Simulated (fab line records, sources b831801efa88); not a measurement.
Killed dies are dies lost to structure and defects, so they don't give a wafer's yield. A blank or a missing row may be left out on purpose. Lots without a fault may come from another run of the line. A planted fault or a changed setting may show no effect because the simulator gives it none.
Chamber matching | flow sky130 | SKY_LI_CONTACT_CMP_02 on cmp-02: 4 sister chambers
The step polishes PSG. 4 wafers are shown with their chamber, then 8 later ones without.

WAFERS WITH THEIR CHAMBER
wafer  | chamber | motor_current_A (A)
L267.5 | 0       | 14.1
L268.1 | 3       | 11.5
L268.6 | 1       | 12.5
L270.3 | 2       | 11.3

WAFERS WITHOUT THEIR CHAMBER
wafer  | motor_current_A (A)
L270.4 | 10.9
L270.5 | 11.0
L277.2 | 11.0
L277.4 | 13.0
L277.5 | 10.4
L280.1 | 13.7
L280.2 | 12.8
L280.4 | 11.5

WHICH CHAMBER EACH WENT THROUGH
wafer  | from the rows above     | in truth
L270.4 | can't be placed: 2 or 3 | 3
L270.5 | can't be placed: 2 or 3 | 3
L277.2 | can't be placed: 2 or 3 | 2
L277.4 | can't be placed: 1 or 0 | 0
L277.5 | can't be placed: 2 or 3 | 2
L280.1 | can't be placed: 0 or 1 | 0
L280.2 | 1                       | 1
L280.4 | can't be placed: 3 or 2 | 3
Placed correctly: 1 of 8. Can't be placed from these rows: 7 (the true chamber is among the candidates in 7). Placed wrongly: 0.
How it was worked out, from the rows above alone: a wafer's distance from a chamber is the root of the sum, over the readings, of the square of ((its reading less the chamber's mean) divided by the reading's scatter). The wafer belongs to the nearest chamber; if the next one is less than 2 further off, it can't be placed. A chamber's mean is the mean of its shown wafers. The scatter: with one shown wafer a chamber, the root of the mean of the squares of how far each hidden wafer lies from its nearest shown one.
